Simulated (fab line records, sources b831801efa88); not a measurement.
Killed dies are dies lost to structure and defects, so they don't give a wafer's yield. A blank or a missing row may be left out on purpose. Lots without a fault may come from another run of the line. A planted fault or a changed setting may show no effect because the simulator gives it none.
Which tool did it? | flow gf180mcu | 15 lots, 45 wafers sampled, at 1 step of a route of 602

WHAT THE GAUGES READ, wafer by wafer
GF_V3_BOW_MEAS_05.
lot  | measured     | on            | V3_BOW (um)
L552 | day 21 16:27 | film_metro-02 | 120 121 110
L555 | day 22 23:40 | film_metro-02 | 129 124 123
L556 | day 23 08:40 | film_metro-02 | 120 113 116
L557 | day 23 13:31 | film_metro-02 | 137 130 128
L558 | day 23 22:22 | film_metro-01 | 109 116 107
L560 | day 24 19:56 | film_metro-04 | 125 118 133
L561 | day 25 00:55 | film_metro-01 | 111 101 115
L562 | day 25 10:51 | film_metro-01 | 108 102 110
L563 | day 25 18:31 | film_metro-01 | 107 104 105
L564 | day 26 00:46 | film_metro-04 | 111 109 109
L566 | day 26 10:32 | film_metro-04 | 122 131 116
L565 | day 26 16:28 | film_metro-02 | 98 110 104
L569 | day 27 17:01 | film_metro-01 | 109 108 108
L574 | day 28 18:20 | film_metro-02 | 119 114 103
L573 | day 28 20:50 | film_metro-02 | 111 103 121

WHICH TOOL RAN EACH LOT (tool, then ch and the chambers of the sampled wafers, then the start)
The record holds no process step before these readings.

WHAT THE TOOLS THEMSELVES READ (means of the sampled wafers that have a number; where no wafer has one, the mark that the record gives instead)
The record holds no such reading with a usual standard deviation.

THE ANSWER, worked out from the rows above alone
Rule: what is usual is taken from the lots themselves. Put in order of their means at a reading, lots are off if they are a third of the lots or fewer, leave a main group of 4 or more, and stand apart from it by a gap of 3 or more times the standard deviation of the main group's means; of several such gaps the widest counts. A main group whose means are all the same, to the digits that the tables above print for the reading, isn't used. A lot without any number at a reading at which 4 lots or more have one is off too. The other lots that the step has rows for count as sound. The gauges are gone through in route order, then the tools' own readings, and for those a lot's mean is taken as printed above. The first step at which some lot is off is used, and at that step the reading that is off furthest; a lot without a number counts as furthest.
No lot is off at any reading shown: from this, nothing can be told.

WHAT THE SIMULATOR HAD PUT IN
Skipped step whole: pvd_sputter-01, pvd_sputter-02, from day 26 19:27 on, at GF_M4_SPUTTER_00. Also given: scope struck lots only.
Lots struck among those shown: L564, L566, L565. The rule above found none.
